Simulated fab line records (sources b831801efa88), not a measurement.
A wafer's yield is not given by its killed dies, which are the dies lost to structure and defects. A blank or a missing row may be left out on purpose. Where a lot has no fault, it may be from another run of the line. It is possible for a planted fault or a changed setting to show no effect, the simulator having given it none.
Matching of chambers	flow gf180mcu	cmp-02 running GF_V4_CMP_04: 4 sister chambers
The step polishes SiO2. 4 wafers are shown with their chamber, then 8 later ones without.

== WAFERS, EACH WITH ITS CHAMBER ==
wafer	chamber	motor-current-A (A)
L914.4	0	11.0
L916.2	2	12.3
L916.4	1	9.4
L920.1	3	10.1

== WAFERS MISSING THEIR CHAMBER ==
wafer	motor-current-A (A)
L920.2	10.8
L920.3	9.8
L930.1	10.4
L930.4	12.0
L930.5	10.4
L931.2	9.3
L931.4	10.1
L931.5	9.7

== EACH ONE'S CHAMBER ==
wafer	from the rows above	in truth
L920.2	0	0
L920.3	can't be placed: 3 or 1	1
L930.1	can't be placed: 3 or 0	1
L930.4	2	2
L930.5	can't be placed: 3 or 0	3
L931.2	1	1
L931.4	3	3
L931.5	can't be placed: 1 or 3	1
Correctly placed: 4 of 8. Can't be placed from these rows: 4 (the true chamber is among the candidates in 3). Wrongly placed: 0.
How it was worked out, from the rows above alone: a wafer's distance from a chamber is the root of the sum, over the readings, of the square of ((its reading less the chamber's mean) divided by the reading's scatter). If the next closest chamber is less than 2 further off than the closest, the wafer can't be placed; otherwise it belongs to the closest. The mean given for a chamber averages the wafers shown for that chamber. The scatter (one wafer shown for each chamber): square how far every hidden wafer sits from the nearest shown wafer, average those squares and take the square root.
